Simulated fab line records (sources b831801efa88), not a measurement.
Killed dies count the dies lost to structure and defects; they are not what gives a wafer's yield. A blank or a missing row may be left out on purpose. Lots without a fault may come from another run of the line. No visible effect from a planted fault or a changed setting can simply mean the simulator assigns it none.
A struck lot beside a sound one | flow sky130 | 35 steps out of a route of 708
Sound: these wafers, L812.1, L812.2, L812.3. Struck: wafers L797.3, L797.5. (L797.1 of the same lot was not struck and is left out.) The cause comes at the end.
At each step with rows: each side's tool, then ch and its chambers, then its first start. Under that, the readings that differ: sound wafers | struck wafers | difference of the means | sigmas: that difference in standard deviations of wafers without a fault.
alike: readings with means less than 2 such deviations apart, plus words and numbers identical on both sides. not compared: withheld readings, readings lacking a value on some wafer, bounds such as >300 that could conceal the same value, and numbers that have no deviation in the record and whose values overlap.
The two part at a step that has a row with sigmas, a row that says differs or no value, or rows on one side only. Numbers that have no deviation but don't overlap get no sigmas and don't part them. Lack of a reading on every wafer of one side parts them only where that side has two or more wafers.

first, 10 steps without rows for these wafers: SKY_METAL3_COAT_07 (resist thk 60 nm); SKY_METAL3_COAT_08 (resist thk 1140 nm); SKY_METAL3_SOFTBAKE_09 (time 90 s); SKY_METAL3_EXPOSE_10 (exposes mask MM3, target cd 300 nm); SKY_METAL3_PEB_11; SKY_METAL3_DEVELOP_12 (develop time 60 s); SKY_METAL3_DESCUM_15 (chemistry O2, time 8 s); SKY_METAL3_ETCH_16 (etches BARC in N2/H2, stops on SiO2, time 88.2 s, target depth 60 nm); SKY_METAL3_ETCH_17 (etches SiO2 in C4F8/O2/Ar, stops on TiN, time 3.9 s, target depth 15 nm); SKY_METAL3_METAL_ETCH_18 (etches the open film in Cl2/BCl3, stops on SiO2, target depth 845 nm, time 183.1 s).
SKY_METAL3_STRIP_19: strips in O2/N2.
  sound on plasma asher-02 ch 0,1, day 45 18:11; struck on plasma asher-01 ch 0, day 41 12:12
  reading                      | sound             | struck      | difference | sigmas
  oes product au (a.u.)        | 0.514 0.510 0.501 | 0.495 0.492 | -0.015     | -3
  strip time to endpoint s (s) | 6.65 6.61 6.61    | 6.48 6.34   | -0.21      | -2
  alike: drypump motor current A, n2 flow sccm
  not compared: rf hours counter h
then, 23 steps without rows for these wafers: SKY_METAL3_STRIP_20 (strips in post etch residue remover, time 1200 s); SKY_METAL3_CLEAN_21 (cleans in IPA, time 180 s); SKY_METAL3_CLEAN_22 (cleans in O3/DIW); SKY_VIA3_HDPCVD_00 (deposits SiO2, target thk 1635 nm, time 272.5 s); SKY_VIA3_CMP_02 (polishes SiO2); SKY_VIA3_DEHYDRATE_04 (time 60 s); SKY_VIA3_HMDS_05 (prime time 60 s); SKY_VIA3_COAT_06 (resist thk 60 nm); SKY_VIA3_COAT_07 (resist thk 450 nm); SKY_VIA3_SOFTBAKE_08 (time 90 s); SKY_VIA3_EXPOSE_09 (exposes mask VIM3, target cd 200 nm); SKY_VIA3_PEB_10; SKY_VIA3_DEVELOP_11 (develop time 60 s); SKY_VIA3_ETCH_14 (etches BARC in N2/H2, stops on SiO2, time 45.9 s, target depth 60 nm); SKY_VIA3_ETCH_15 (etches SiO2 in C4F8/O2/Ar, stops on TiN, target depth 507 nm, time 78 s); SKY_VIA3_STRIP_16 (strips in O2/N2); SKY_VIA3_STRIP_17 (strips in post etch residue remover, time 1200 s); SKY_VIA3_CLEAN_18 (cleans in IPA, time 180 s); SKY_VIA3_CLEAN_19 (cleans in O3/DIW); SKY_VIA3_SPUTTER_20 (material TiN, target thk 20 nm, time 80 s); SKY_VIA3_CVD_21 (deposits W, target thk 390 nm, time 117.31 s); SKY_VIA3_CMP_24 (polishes, stops on SiO2, t overpolish 20 s, target thk 0 nm); SKY_METAL4_SPUTTER_00 (material Ti, target thk 15 nm, time 10 s).
-- the record jumps here: 7 days lie between the struck wafers' starts before and after (it left off in module METAL4 and takes up again in module PAD_OPEN, whose first step shown is number 708 of the route) --
SKY_PAD_OPEN_PROBE_99:
  struck on prober-01, day 48 07:31; sound on prober-02, day 51 13:26
  reading                               | sound             | struck      | difference | sigmas
  defect limited yield (%)              | 83.1 81.7 80.5    | 77.8 75.8   | -5.0       | -3
  killed_at_M0_to_M3                    | 42 47 47          | 65 72       | +23        | +4
  killed dies                           | 83 90 96          | 109 119     | +24        | +3
  sort_bin_3_pad_short (%)              | 0.8 0.6 1.2       | 2.4 2.6     | +1.6       | +4
  sort_bin_5_function (%)               | 10.8 11.0 11.0    | 14.4 15.4   | +4.0       | +3
  sort n pass                           | 409 402 396       | 383 373     | -24        | -3
  sort yield pct (%)                    | 83.1 81.7 80.5    | 77.8 75.8   | -5.0       | -3
  model.etest.tester.sort n pass        | 409 402 396       | 383 373     | -24        |
  model.etest.tester.sort yield pct (%) | 83.13 81.71 80.49 | 77.85 75.81 | -4.95      |
  model.etest.tester.sort_bin_5_pct (%) | 10.77 10.98 10.98 | 14.43 15.45 | +4.03      |
  model.etest.tester.sort_bin_3_pct (%) | 0.813 0.6098 1.22 | 2.439 2.642 | +1.660     |
  alike: killed_at_M4_up, killed at contacts, killed at front end, killed at other, killed on rim, killed open, killed short, sort_bin_6_memory

## WHERE THEY PART
First at SKY_METAL3_STRIP_19; last, within this record, at SKY_PAD_OPEN_PROBE_99.

WHY: the cause the simulator had injected
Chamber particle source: plasma asher-01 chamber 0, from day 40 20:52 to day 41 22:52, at SKY_METAL3_STRIP_19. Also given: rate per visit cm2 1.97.
